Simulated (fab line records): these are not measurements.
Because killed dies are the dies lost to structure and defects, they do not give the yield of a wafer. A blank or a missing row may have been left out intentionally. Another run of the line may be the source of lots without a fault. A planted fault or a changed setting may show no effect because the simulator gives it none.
fab line records -- flow gf180mcu
[record] lots = 12, wafers = 34, lastDay = 34
route steps=602 shown DNWELL@39 MVPSD@89 POLY_GATE@169 NSD@247
lots with no fault: from the same line, run without faults
startH: hours from the record's first day to the start of the lot's first wafer shown -- waitH: how many hours have passed since the lot's step before this one -- " as in the row above -- L1.1+2: several wafers, shown together as one row -- - no value present, or no start provided -- * or withheld: withheld -- < > ~ a bound
route shown NAME@n: names a module that has steps shown in the file, with the first one's number in the route -- usual: the fault-free wafers' mean and standard deviation -- same: alike in all rows -- chamber/n: place in a boat -- sites: per-site readings -- _std_site: standard deviation of those values -- _edge_site: outer sites' mean less inner sites' -- radiusMm: for every site, how far away it sits from the centre of the wafer -- mask NAME#n: copy n -- behind: the last tool/chamber to shape the wafer -- hold: reason for holding the lot/hours on hold/outcome of the hold -- device: the transistor (n, p or np) that didn't switch -- end of line: tests run on the same wafers once the route is complete -- a step with no rows: only its recipe -- killed: not the wafer's yield, but the dies lost to structure and defects at the first sort -- map: a wafer's dies, marking killed ones x, the rest . and places with no die _
set.NAME: the setting the step ran with; set.NAME@STEP: the setting that earlier step ran with -- model.NAME: the simulator's own value behind a step, which no gauge read
steps of the route over a sample of lots; a table a step, a row a wafer
services: a tool's chamber out of use, with start hour (startH, from the record's first day; less than 0 if before it), hours out, and reason
[[steps]]
[step GF_DNWELL_IMPLANT_07]
[recipe] species = P, energyKev = 1500, doseCm2 = 1e+13, tiltDeg = 0
[usual] beamOnS = 9.98/0.2, faradayCurrentUA = 56.5/1.1
lot.wafer,tool,chamber,startH,waitH,beamOnS,faradayCurrentUA
L160.2,implanter-03,0,40.84,-,10.17,55.5
L160.5,implanter-03,0,40.84,-,9.67,58.1
L160.6,implanter-03,0,40.84,-,10.09,55.7
L161.3,implanter-03,0,48.77,-,10.08,56.2
L161.4,implanter-03,0,48.77,-,9.83,57.3
L161.5,implanter-03,0,48.77,-,9.85,57.4
L162.1,implanter-01,0,52.97,-,10.06,55.8
L162.3,implanter-01,0,52.97,-,9.97,56.5
L162.6,implanter-01,0,52.97,-,9.57,58.7
L163.1,implanter-02,0,58.22,-,10.06,56.1
L163.5,implanter-02,0,58.22,-,10.07,55.9
L163.6,implanter-02,0,58.22,-,10.11,55.8
L170.2,implanter-02,0,95.92,-,12.72,44.6
L170.4,implanter-02,0,95.92,-,9.71,58.0
L171.2,implanter-02,0,102.05,-,12.70,44.3
L171.4,implanter-02,0,102.05,-,9.96,56.8
L174.4,implanter-03,0,115.70,-,10.16,55.6
L174.5,implanter-03,0,115.70,-,10.16,55.6
L174.6,implanter-03,0,115.70,-,9.95,56.8
L175.1,implanter-01,0,125.42,-,9.89,56.7
L175.5,implanter-01,0,125.42,-,9.97,56.4
L175.6,implanter-01,0,125.42,-,9.77,57.5
L176.1,implanter-01,0,128.50,-,9.77,57.7
L176.4,implanter-01,0,128.50,-,9.92,56.8
L176.6,implanter-01,0,128.50,-,10.35,54.4
L178.1,implanter-01,0,135.12,-,9.87,57.2
L178.2,implanter-01,0,135.12,-,9.96,56.5
L178.3,implanter-01,0,135.12,-,9.86,57.1
L179.2,implanter-01,0,146.14,-,10.05,56.0
L179.5,implanter-01,0,146.14,-,10.20,55.6
L179.6,implanter-01,0,146.14,-,9.62,58.4
L183.2,implanter-01,0,163.97,-,10.19,55.3
L183.3,implanter-01,0,163.97,-,10.30,55.0
L183.6,implanter-01,0,163.97,-,10.25,55.1
[step GF_DNWELL_TW_MEAS_09]
[usual] DNWELL_TW = 1354/16
lot.wafer,tool,chamber,startH,waitH,DNWELL_TW
L160.2,filmMetro-04,-,41.08,0.1,1357
L160.5,filmMetro-04,-,41.08,0.1,1354
L160.6,filmMetro-04,-,41.08,0.1,1355
L161.3,filmMetro-04,-,48.99,0.1,1384
L161.4,filmMetro-04,-,48.99,0.1,1380
L161.5,filmMetro-04,-,48.99,0.1,1380
L162.1,filmMetro-01,-,53.22,0.1,1337
L162.3,filmMetro-01,-,53.22,0.1,1335
L162.6,filmMetro-01,-,53.22,0.1,1334
L163.1,filmMetro-01,-,58.47,0.1,1331
L163.5,filmMetro-01,-,58.47,0.1,1336
L163.6,filmMetro-01,-,58.47,0.1,1341
L170.2,filmMetro-01,-,96.16,0.1,1442
L170.4,filmMetro-01,-,96.16,0.1,1342
L171.2,filmMetro-01,-,102.28,0.1,1435
L171.4,filmMetro-01,-,102.28,0.1,1334
L174.4,filmMetro-01,-,115.90,0.1,1340
L174.5,filmMetro-01,-,115.90,0.1,1336
L174.6,filmMetro-01,-,115.90,0.1,1338
L175.1,filmMetro-02,-,125.67,0.1,1374
L175.5,filmMetro-02,-,125.67,0.1,1371
L175.6,filmMetro-02,-,125.67,0.1,1365
L176.1,filmMetro-04,-,128.75,0.1,1364
L176.4,filmMetro-04,-,128.75,0.1,1368
L176.6,filmMetro-04,-,128.75,0.1,1366
L178.1,filmMetro-02,-,135.37,0.1,1371
L178.2,filmMetro-02,-,135.37,0.1,1370
L178.3,filmMetro-02,-,135.37,0.1,1368
L179.2,filmMetro-01,-,146.38,0.1,1354
L179.5,filmMetro-01,-,146.38,0.1,1343
L179.6,filmMetro-01,-,146.38,0.1,1355
L183.2,filmMetro-01,-,164.20,0.1,1340
L183.3,filmMetro-01,-,164.20,0.1,1335
L183.6,filmMetro-01,-,164.20,0.1,1350
[step GF_MVPSD_TW_MEAS_11]
[usual] MVPSD_TW = 560.2/2.9
lot.wafer,tool,chamber,startH,waitH,MVPSD_TW
L160.2,filmMetro-03,-,96.16,0.1,562.9
L160.5,filmMetro-03,-,96.16,0.1,564.2
L160.6,filmMetro-03,-,96.16,0.1,560.8
L161.3,filmMetro-04,-,103.32,0.1,564.0
L161.4,filmMetro-04,-,103.32,0.1,558.1
L161.5,filmMetro-04,-,103.32,0.1,557.8
L162.1,filmMetro-04,-,110.08,0.1,560.4
L162.3,filmMetro-04,-,110.08,0.1,559.1
L162.6,filmMetro-04,-,110.08,0.1,558.9
L163.1,filmMetro-04,-,114.40,0.1,560.0
L163.5,filmMetro-04,-,114.40,0.1,560.3
L163.6,filmMetro-04,-,114.40,0.1,558.6
L170.2,filmMetro-04,-,155.89,0.1,558.4
L170.4,filmMetro-04,-,155.89,0.1,559.2
L171.2,filmMetro-02,-,163.38,0.1,557.6
L171.4,filmMetro-02,-,163.38,0.1,560.6
L174.4,filmMetro-02,-,178.28,0.1,561.2
L174.5,filmMetro-02,-,178.28,0.1,561.3
L174.6,filmMetro-02,-,178.28,0.1,561.9
L175.1,filmMetro-02,-,190.86,0.1,562.7
L175.5,filmMetro-02,-,190.86,0.1,559.7
L175.6,filmMetro-02,-,190.86,0.1,562.2
L176.1,filmMetro-02,-,193.33,0.1,560.2
L176.4,filmMetro-02,-,193.33,0.1,556.0
L176.6,filmMetro-02,-,193.33,0.1,557.8
L178.1,filmMetro-04,-,200.30,0.1,557.7
L178.2,filmMetro-04,-,200.30,0.1,559.9
L178.3,filmMetro-04,-,200.30,0.1,557.2
L179.2,filmMetro-03,-,213.77,0.1,554.6
L179.5,filmMetro-03,-,213.77,0.1,559.8
L179.6,filmMetro-03,-,213.77,0.1,554.9
L183.2,filmMetro-03,-,234.81,0.1,564.7
L183.3,filmMetro-03,-,234.81,0.1,564.1
L183.6,filmMetro-03,-,234.81,0.1,560.1
[step GF_POLY_GATE_ETCH_12]
[recipe] chemistry = N2/H2, targetDepthA = withheld, overetchA = withheld, timeS = withheld, target = BARC, ionEnergyEv = 200, sourceW = 500, biasW = 100, pressureMtorr = 30, n2FlowSccm = 100, h2FlowSccm = 200
[usual] drypumpMotorCurrentA = 5.8/0.3, h2FlowSccm = 200.0/0.53, oesProductAu = 0.735/0.0043, rfFwdPowerW = 495.9/1.9, throttleValvePct = 13.216/0.0092
lot.wafer,tool,chamber,startH,waitH,drypumpMotorCurrentA,h2FlowSccm,oesProductAu,rfFwdPowerW,throttleValvePct
L160.2,rieDiel-03,1,195.53,0.0,5.8,200.5,0.738,497.8,13.220
L160.5,rieDiel-03,1,195.53,0.0,5.8,199.9,0.730,497.7,13.206
L160.6,rieDiel-03,0,195.53,0.0,5.7,200.3,0.739,497.3,13.220
L161.3,rieDiel-02,1,202.89,0.0,6.0,199.2,0.742,493.2,13.215
L161.4,rieDiel-02,0,202.89,0.0,6.0,200.1,0.737,495.7,13.221
L161.5,rieDiel-02,3,202.89,0.0,5.6,199.9,0.733,498.3,13.210
L162.1,rieDiel-03,0,211.73,0.0,5.8,199.4,0.739,496.3,13.211
L162.3,rieDiel-03,3,211.73,0.0,5.6,199.8,0.739,495.6,13.220
L162.6,rieDiel-03,0,211.73,0.0,5.7,199.8,0.742,495.3,13.224
L163.1,rieDiel-02,0,217.59,0.0,6.1,200.0,0.739,495.2,13.219
L163.5,rieDiel-02,0,217.59,0.0,6.1,199.3,0.734,495.4,13.220
L163.6,rieDiel-02,1,217.59,0.0,6.0,200.4,0.735,497.9,13.220
L170.2,rieDiel-04,1,269.17,0.0,6.3,199.6,0.735,494.7,13.209
L170.4,rieDiel-04,0,269.17,0.0,5.1,199.1,0.734,495.7,13.219
L171.2,rieDiel-03,1,275.17,0.0,5.8,200.0,0.738,495.8,13.217
L171.4,rieDiel-03,0,275.17,0.0,5.7,200.4,0.734,496.9,13.215
L174.4,rieDiel-03,3,294.92,0.0,5.6,199.5,0.733,497.8,13.218
L174.5,rieDiel-03,0,294.92,0.0,5.8,200.8,0.734,495.7,13.231
L174.6,rieDiel-03,1,294.92,0.0,5.8,200.8,0.727,496.7,13.220
L175.1,rieDiel-02,1,309.13,0.0,6.0,200.5,0.732,496.4,13.229
L175.5,rieDiel-02,0,309.13,0.0,6.1,198.8,0.736,494.6,13.216
L175.6,rieDiel-02,3,309.13,0.0,5.6,200.6,0.734,498.9,13.204
L176.1,rieDiel-03,1,311.87,0.0,5.8,200.0,0.734,497.3,13.213
L176.4,rieDiel-03,0,311.87,0.0,5.7,200.7,0.738,495.9,13.228
L176.6,rieDiel-03,0,311.87,0.0,5.8,200.8,0.737,496.6,13.205
L178.1,rieDiel-04,0,324.84,0.0,5.1,200.0,0.730,495.0,13.217
L178.2,rieDiel-04,2,324.84,0.0,5.6,199.1,0.732,496.6,13.208
L178.3,rieDiel-04,3,324.84,0.0,6.0,199.7,0.743,495.7,13.210
L179.2,rieDiel-03,0,340.42,0.0,5.7,200.2,0.738,497.0,13.213
L179.5,rieDiel-03,3,340.42,0.0,5.6,199.6,0.733,499.0,13.211
L179.6,rieDiel-03,1,340.42,0.0,5.8,200.7,0.731,495.1,13.225
L183.2,rieDiel-02,3,361.89,0.0,5.6,199.7,0.742,500.3,13.226
L183.3,rieDiel-02,1,361.89,0.0,6.0,199.5,0.734,494.0,13.202
L183.6,rieDiel-02,0,361.89,0.0,6.1,199.4,0.735,496.9,13.225
[step GF_NSD_TW_MEAS_12]
[usual] NSD_TW = 4283/31
lot.wafer,tool,chamber,startH,waitH,NSD_TW
L160.2,filmMetro-03,-,294.95,0.1,4303
L160.5,filmMetro-03,-,294.95,0.1,4307
L160.6,filmMetro-03,-,294.95,0.1,4298
L161.3,filmMetro-04,-,303.00,0.1,4264
L161.4,filmMetro-04,-,303.00,0.1,4265
L161.5,filmMetro-04,-,303.00,0.1,4259
L162.1,filmMetro-03,-,313.35,0.1,4295
L162.3,filmMetro-03,-,313.35,0.1,4301
L162.6,filmMetro-03,-,313.35,0.1,4299
L163.1,filmMetro-04,-,317.38,0.1,4294
L163.5,filmMetro-04,-,317.38,0.1,4313
L163.6,filmMetro-04,-,317.38,0.1,4298
L170.2,filmMetro-03,-,378.35,0.1,4222
L170.4,filmMetro-03,-,378.35,0.1,4267
L171.2,filmMetro-04,-,384.55,0.1,4287
L171.4,filmMetro-04,-,384.55,0.1,4260
L174.4,filmMetro-04,-,412.10,0.1,4306
L174.5,filmMetro-04,-,412.10,0.1,4267
L174.6,filmMetro-04,-,412.10,0.1,4303
L175.1,filmMetro-04,-,425.03,0.1,4300
L175.5,filmMetro-04,-,425.03,0.1,4308
L175.6,filmMetro-04,-,425.03,0.1,4293
L176.1,filmMetro-04,-,429.41,0.1,4278
L176.4,filmMetro-04,-,429.41,0.1,4280
L176.6,filmMetro-04,-,429.41,0.1,4265
L178.1,filmMetro-04,-,444.18,0.1,4283
L178.2,filmMetro-04,-,444.18,0.1,4276
L178.3,filmMetro-04,-,444.18,0.1,4301
L179.2,filmMetro-03,-,466.01,0.1,4296
L179.5,filmMetro-03,-,466.01,0.1,4318
L179.6,filmMetro-03,-,466.01,0.1,4327
L183.2,filmMetro-01,-,490.26,0.1,4242
L183.3,filmMetro-01,-,490.26,0.1,4253
L183.6,filmMetro-01,-,490.26,0.1,4274
[[services]]
tool,chamber,startH,hours,kind
rieDiel-03,1,20.21,6.8,repair
rieDiel-03,2,30.06,4.2,repair
rieDiel-03,3,32.60,12.6,repair
rieDiel-02,1,53.29,4.0,repair
implanter-01,-,111.49,1.3,repair
implanter-02,-,114.95,4.1,pm
rieDiel-02,3,121.34,6.1,repair
implanter-03,-,123.46,16.2,repair
rieDiel-03,3,149.50,13.6,repair
rieDiel-03,-,156.94,14.6,pm
implanter-02,-,161.32,2.3,repair
rieDiel-03,2,203.47,1.3,repair
implanter-03,-,221.16,3.7,pm
implanter-01,-,255.27,3.1,pm
implanter-03,-,272.99,2.7,repair
rieDiel-02,3,275.12,19.6,repair
rieDiel-02,1,286.44,3.0,repair
rieDiel-02,2,298.78,8.3,repair
rieDiel-03,-,306.56,2.8,pm
rieDiel-03,-,310.45,0.6,repair
implanter-03,-,331.24,2.8,repair
rieDiel-03,2,338.41,4.3,repair
rieDiel-03,0,348.91,7.2,repair
implanter-01,-,356.31,4.9,repair
[[key]]
[firstSign] step = GF_DNWELL_IMPLANT_07, reading = beamOnS, direction = up, sigmas = 14, usual = 9.98, struck = 12.71
[effect] step = GF_DNWELL_IMPLANT_07, reading = faradayCurrentUA, direction = down, sigmas = 11, usual = 56.5, struck = 44.4
[effect] step = GF_DNWELL_TW_MEAS_09, reading = DNWELL_TW, direction = up, sigmas = 5.4, usual = 1354, struck = 1439
metAt GF_DNWELL_IMPLANT_07
struckLots L170,L171
struckWafers L170.2,L171.2
testerLeftOut L170,L171
notActingAt GF_MVPSD_TW_MEAS_11,GF_POLY_GATE_ETCH_12,GF_NSD_TW_MEAS_12
onsetBetween 58.22 95.92
[fault] kind = processParameterDrift, tool = implanter-02, chamber = -, onsetH = 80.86, steps = GF_DNWELL_IMPLANT_07, channel = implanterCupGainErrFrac, offset = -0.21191, shape = step, endH = 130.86, scope = struckWafersOnly
// testerLeftOut: of these lots the tester's yield and bins aren't shown, on N5 and GAA mostly nor the transistor test; their killed dies are dies lost to structure and defects alone, not to doping, threshold or leakage, so they don't give the yield
